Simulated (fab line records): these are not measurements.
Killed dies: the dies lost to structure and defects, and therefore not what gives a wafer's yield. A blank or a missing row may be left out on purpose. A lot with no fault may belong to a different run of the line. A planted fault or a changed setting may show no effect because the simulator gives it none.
Code-filled problem report in 8D (eight disciplines) form -- flow sky130 -- the parts of the form that need people (team, actions taken, sign-off) are left out

== 1. PROBLEM STATEMENT ==
bias w at SKY_METAL2_ETCH_18 reads a mean of 80.3 W on 4 wafers of 2 lots; wafers without a fault read 100.0 W with a standard deviation of 0.32. Measured from the usual mean, that is -62 standard deviations.
The step: etches BARC in N2/H2, stops on SiO2, time 45.9 s, target depth 60 nm.
First seen on wafer L492.4, day 37 12:20, on rie metal-01. The record has a number at this step for 36 wafers belonging to 12 lots. Rule for "out" (also "out of limits"): further than 4 standard deviations from the usual mean. The rest of the wafers with a number are treated as sound.

== 2. WHAT IT IS, AND WHAT IT ISN'T ==
question,is,is not
which readings at this step,bias w,"drypump motor current A, h2 flow sccm, oes product au, throttle valve pct"
which lots,"L492, L494","L486, L499, L502, L503, L504, L505, L506, L507, L508, L509"
which wafers of those lots,"L492.4, L492.5, L494.3, L494.6","L492.3, L494.4"
read on which tools,rie metal-01,"rie metal-02, rie metal-03"
when,from day 37 12:20,"up to then (4 sound wafers); but 28 sound wafers of L494, L499, L502, L503, L504, L505, L506, L507, L508, L509 came after"

== 3. WHAT RULES OUT EACH SUSPECT ==
Counting: any tool at a process step up to the reading remains a suspect provided it ran every lot that is out. Sound lots after the first of them don't rule it out here, since some wafers of a struck lot are sound.
- pvd sputter-01 at SKY_METAL1_SPUTTER_04 (material TiN, target thk 70 nm, time 58.3 s): kept. It ran every lot that is out, first L492 (day 34 03:59).
- rie metal-01 at SKY_METAL2_ETCH_18 (etches BARC in N2/H2, stops on SiO2, time 45.9 s, target depth 60 nm): kept. It ran every lot that is out, first L492 (day 37 12:20). Its own readings are out on those wafers: bias w.
- The sound lot-mates ran in chamber 0 of rie metal-01 at SKY_METAL2_ETCH_18, but the wafers that are out ran in chamber 1.
The count leaves rie metal-01 at SKY_METAL2_ETCH_18 and pvd sputter-01 at SKY_METAL1_SPUTTER_04.

== 4. THE CAUSE (what the simulator had put in) ==
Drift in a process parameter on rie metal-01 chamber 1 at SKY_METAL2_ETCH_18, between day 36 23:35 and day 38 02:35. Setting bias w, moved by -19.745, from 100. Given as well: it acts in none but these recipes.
This tool is one of the 2 suspects left after counting.

== 5. SEQUENCE OF EFFECTS, ordered by route ==
Rows list readings where the struck wafers' mean (over those with a number) sits beyond 3 standard deviations from the usual. Only readings for which the record gives a usual standard deviation are gone through. hours: the time from each lot's start at the first step in this table that gives one to its start at this step, as a median over the lots. sigmas: the change in usual standard deviations.
hours,step,reading,usual,on struck wafers,change,sigmas
0,SKY_METAL2_ETCH_18,bias w,100.0 W,80.3,-19.7,-62
The process steps in it:
- SKY_METAL2_ETCH_18: etches BARC in N2/H2, stops on SiO2, time 45.9 s, target depth 60 nm.
Later measuring or inspecting steps at which every struck wafer that the step has a row for has a number for every such reading, and none has moved that far: SKY_VIA2_OVL_MEAS_13.

== 6. WHAT WOULD HAVE CAUGHT IT SOONER ==
In this record no reading fell out of limits until day 37 12:20, 13 hours after the fault had begun at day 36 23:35.
